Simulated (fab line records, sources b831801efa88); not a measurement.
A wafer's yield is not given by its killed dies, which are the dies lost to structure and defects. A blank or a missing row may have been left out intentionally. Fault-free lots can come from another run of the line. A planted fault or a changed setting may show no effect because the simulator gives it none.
Matching of chambers	flow sky130	4 sister chambers for SKY_VIA2_CMP_02 on cmp-01
The step polishes SiO2. 8 wafers are shown with their chamber, then 12 later ones without.

WAFERS WITH THEIR CHAMBER
wafer	chamber	motor_current_A (A)	slurry_filter_dp_kPa (kPa)
L084.2	0	11.0	13.57
L086.4	1	12.3	13.60
L087.1	1	13.1	13.50
L087.3	2	13.6	13.53
L087.4	3	13.1	13.32
L088.1	2	13.1	13.82
L088.3	3	12.4	13.51
L088.5	0	10.7	13.52

WAFERS WITHOUT THEIR CHAMBER
wafer	motor_current_A (A)	slurry_filter_dp_kPa (kPa)
L091.2	12.8	13.56
L091.3	10.9	13.21
L091.6	13.3	13.53
L093.1	13.3	13.26
L093.3	12.9	13.50
L093.6	11.9	13.54
L095.3	12.2	13.45
L095.4	12.4	13.48
L095.6	13.4	13.48
L096.3	10.7	13.64
L096.4	12.4	13.52
L096.6	10.7	13.75

THE CHAMBER EACH PASSED THROUGH
wafer	from the rows above	in truth
L091.2	can't be placed: 1 or 3 or 2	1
L091.3	can't be placed: 0 or 3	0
L091.6	can't be placed: 2 or 1 or 3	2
L093.1	can't be placed: 3 or 1 or 2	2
L093.3	can't be placed: 1 or 3 or 2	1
L093.6	can't be placed: 1 or 3 or 0 or 2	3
L095.3	can't be placed: 3 or 1 or 2 or 0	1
L095.4	can't be placed: 1 or 3 or 2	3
L095.6	can't be placed: 2 or 3 or 1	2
L096.3	0	0
L096.4	can't be placed: 1 or 3 or 2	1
L096.6	0	0
2 of 12 placed correctly. Can't be placed from these rows: 10 (the true chamber is among the candidates in 10). 0 placed wrongly.
How it was worked out, from the rows above alone: a wafer's distance from a chamber is the root of the sum, over the readings, of the square of ((its reading less the chamber's mean) divided by the reading's scatter). The wafer belongs to the nearest chamber; if the next one is less than 2 further off, it can't be placed. The mean given for a chamber averages the wafers shown for that chamber. How the scatter is found: for the shown wafers, subtract from each reading the mean of its chamber, square and add these, divide the total by (wafers less chambers), then take the root.
